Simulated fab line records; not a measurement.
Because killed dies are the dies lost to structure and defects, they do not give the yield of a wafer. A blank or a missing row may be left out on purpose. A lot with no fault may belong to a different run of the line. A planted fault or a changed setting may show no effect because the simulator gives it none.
Comparing a struck lot with a sound one | flow gf180mcu | 26 out of 602 route steps
Sound: the wafers L976.2, L976.3, L976.4. Wafers struck: L973.1, L973.3, L973.5. At the end, the cause is stated.
Each step with rows lists, per side, the tool, then ch with its chambers, then its first start. Under that, the readings that differ: sound wafers | struck wafers | difference of the means | sigmas: that difference in standard deviations of wafers without a fault.
alike: a reading whose means differ by less than 2 such deviations, as well as words and numbers matching on both sides. not compared: withheld readings; readings where some wafer has no value; bounds like >300 that might hide an equal value; numbers whose values overlap and for which the record gives no deviation.
The two part at a step that has a row with sigmas, a row that says differs or no value, or rows on one side only. When numbers do not overlap yet have no deviation, they are printed without sigmas and do not part them. A reading that every wafer of one side lacks parts them only if that side has two wafers or more.

GF_NWELL_STRIP_10: strips in O2/N2.
  sound on plasma-asher-01 ch 0,1, day 6 02:04; struck on plasma-asher-03 ch 0, day 5 08:28
  alike: chamber-pressure-mTorr, drypump-motor-current-A, heater-power-w, oes-product-au, strip-time-to-endpoint-s
  not compared: rf-hours-counter-h
GF_NWELL_TW_MEAS_11:
  sound on film-metro-04, day 6 02:10; struck on film-metro-04, day 5 08:34
  alike: NWELL_TW
then, 7 steps without rows for these wafers: GF_LVPWELL_DEHYDRATE_00 (time 60 s); GF_LVPWELL_HMDS_01 (prime time 60 s); GF_LVPWELL_COAT_02 (resist thk 3000 nm); GF_LVPWELL_SOFTBAKE_03; GF_LVPWELL_EXPOSE_04 (exposes mask LVPWELL, target cd 600 nm); GF_LVPWELL_PEB_05; GF_LVPWELL_DEVELOP_06 (develop time 60 s).
GF_LVPWELL_OVL_MEAS_07:
  sound on overlay-01, day 6 16:40; struck on overlay-01, day 5 23:03
  alike: LVPWELL_OVL
then, 2 steps without rows for these wafers: GF_LVPWELL_IMPLANT_08; GF_LVPWELL_IMPLANT_09.
GF_LVPWELL_STRIP_10: strips in O2/N2.
  sound on plasma-asher-03 ch 0,1, day 6 16:59; struck on plasma-asher-02 ch 0,1, day 5 23:23
  no value came back on the struck wafers for any of 5 readings (chamber-pressure-mTorr (mTorr), drypump-motor-current-A (A) and others); on the sound wafers chamber-pressure-mTorr (mTorr) reads 1499.2 1501.4 1498.6
  reading                                   | sound | struck         | difference | sigmas
  model.coat_of_LVPWELL_COAT_02.thk-nm (nm) | 0 0 0 | 2987 2992 2989 | +2989      |
  not compared: rf-hours-counter-h
GF_LVPWELL_TW_MEAS_11:
  sound on film-metro-03, day 6 17:06; struck on film-metro-03, day 5 23:29
  alike: LVPWELL_TW
then, 7 steps without rows for these wafers: GF_MVSD_DEHYDRATE_00 (time 60 s); GF_MVSD_HMDS_01 (prime time 60 s); GF_MVSD_COAT_02 (resist thk 3000 nm); GF_MVSD_SOFTBAKE_03; GF_MVSD_EXPOSE_04 (exposes mask MVSD, target cd 1000 nm); GF_MVSD_PEB_05; GF_MVSD_DEVELOP_06 (develop time 60 s).
GF_MVSD_OVL_MEAS_07:
  sound on overlay-02, day 7 08:49; struck on overlay-02, day 6 14:09
  alike: MVSD_OVL
then, 2 steps without rows for these wafers: GF_MVSD_IMPLANT_08; GF_MVSD_IMPLANT_09.
GF_MVSD_STRIP_10: strips in O2/N2.
  sound on plasma-asher-01 ch 0,1, day 7 09:08; struck on plasma-asher-02 ch 0,1, day 6 14:29
  reading                      | sound             | struck            | difference | sigmas
  heater-power-w (W)           | 284 279 270       | 394 378 306       | +82        | +2
  oes-product-au (a.u.)        | 0.718 0.716 0.721 | 0.743 0.746 0.737 | +0.024     | +5
  strip-time-to-endpoint-s (s) | 36.92 36.94 36.87 | 81.08 81.19 81.14 | +44.23     | +99 or more
  alike: chamber-pressure-mTorr, drypump-motor-current-A
  not compared: rf-hours-counter-h
GF_MVSD_TW_MEAS_11:
  sound on film-metro-01, day 7 09:15; struck on film-metro-04, day 6 14:49
  reading | sound          | struck   | difference | sigmas
  MVSD_TW | 1554 1563 1553 | 30 30 30 | -1527      | -99 or more
  not compared: hold

WHERE THEY PART
Last at GF_MVSD_TW_MEAS_11 as far as this record goes, first at GF_LVPWELL_STRIP_10.

WHY: what had been put in by the simulator
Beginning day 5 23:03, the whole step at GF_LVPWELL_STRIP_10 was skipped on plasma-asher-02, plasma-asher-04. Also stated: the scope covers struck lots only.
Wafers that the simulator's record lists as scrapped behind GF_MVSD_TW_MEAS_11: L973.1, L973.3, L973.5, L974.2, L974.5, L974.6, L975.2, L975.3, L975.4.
